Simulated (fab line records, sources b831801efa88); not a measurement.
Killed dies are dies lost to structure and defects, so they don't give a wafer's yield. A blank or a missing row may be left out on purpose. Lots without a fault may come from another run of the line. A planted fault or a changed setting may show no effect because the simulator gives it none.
Problem report in the 8D (eight disciplines) form, filled by code | flow sfq_line | the parts of the form that need people (team, actions taken, sign-off) are left out

1. THE PROBLEM
M1_NB_RS at SFQ_M1_RS_MEAS_909 reads a mean of 1.012 ohm/sq on 4 wafers of 3 lots; wafers without a fault read 0.889 ohm/sq with a standard deviation of 0.011. That is +11 standard deviations from the usual mean.
The step: measures by four-point-probe.
First seen on wafer L626.3, day 20 03:19, on film_metro-01. The record holds 43 wafers of 15 lots with a number at this step. Rule for "out", or "out of limits": more than 4 standard deviations from the usual mean. The other wafers with a number count as sound.

2. WHAT IT IS AND WHAT IT IS NOT
question                    | is                                          | is not
which readings at this step | M1_NB_RS                                    | -
which lots                  | L626, L628, L630                            | L619, L620, L621, L622, L623, L633, L635, L636, L638, L639, L641, L642
which wafers of those lots  | L626.3, L628.3, L628.4, L630.3              | L626.1, L630.2, L630.6
read on which gauges        | film_metro-01, film_metro-03, film_metro-04 | -
when                        | from day 20 03:19                           | up to then (16 sound wafers); but 23 sound wafers of L630, L633, L635, L636, L638, L639, L641, L642 came after

3. SUSPECTS, AND WHAT RULES EACH OUT
Counting: a tool at a process step up to the reading stays a suspect if it ran every lot that is out. Sound lots after the first of them don't rule it out here, since some wafers of a struck lot are sound.
- the gauge at SFQ_M1_RS_MEAS_909: ruled out. The wafers that are out were read on 3 gauges (film_metro-01, film_metro-03, film_metro-04).
- pvd_sputter-05 at SFQ_TRILAYER_M1_DEP_SPUTTER_037 (material Nb, target thk 200 nm, time 133.3 s): kept. It ran every lot that is out, first L626 (day 20 03:13); its last sound lot up to then is L621 (day 17 04:16).
Left after counting: pvd_sputter-05 at SFQ_TRILAYER_M1_DEP_SPUTTER_037.

4. THE CAUSE (what the simulator had put in)
Process parameter drift: pvd_sputter-05, from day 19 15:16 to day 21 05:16, at SFQ_TRILAYER_M1_DEP_SPUTTER_037. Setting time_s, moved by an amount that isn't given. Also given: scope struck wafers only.
Counting left only this tool.

5. THE CHAIN OF EFFECTS, in route order
Each row: a reading whose mean over the struck wafers that have a number lies more than 3 standard deviations from the usual. Only readings for which the record gives a usual standard deviation are gone through. hours: the time from each lot's start at the first step in this table that gives one to its start at this step, as a median over the lots. sigmas: the change in usual standard deviations.
hours | step                                | reading        | usual        | on struck wafers | change | sigmas
0     | SFQ_M1_RS_MEAS_909                  | M1_NB_RS       | 0.889 ohm/sq | 1.012            | +0.123 | +11
137   | SFQ_TRILAYER_M1_ETCH_METAL_ETCH_042 | oes_product_au | 0.895 a.u.   | 0.829            | -0.066 | -8.6
The process steps in it:
- SFQ_TRILAYER_M1_ETCH_METAL_ETCH_042: etches Nb in Cl2/Ar, stops on SiO2, target depth 240 nm, time 120 s.

6. WHAT WOULD HAVE CAUGHT IT SOONER
In this record the first reading out of limits at a measuring or inspecting step was taken at day 20 03:19, 12 hours after the fault began at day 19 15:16.
Of the tool readings at SFQ_TRILAYER_M1_DEP_SPUTTER_037 for which the record gives a usual standard deviation, none was out on any struck wafer, so an alarm limit of 4 standard deviations on them would not have fired.
Of the lots that are out (3), L628, L630 began SFQ_TRILAYER_M1_DEP_SPUTTER_037 on pvd_sputter-05 after day 20 03:19. A hold on the tool at that time would have spared those 2.
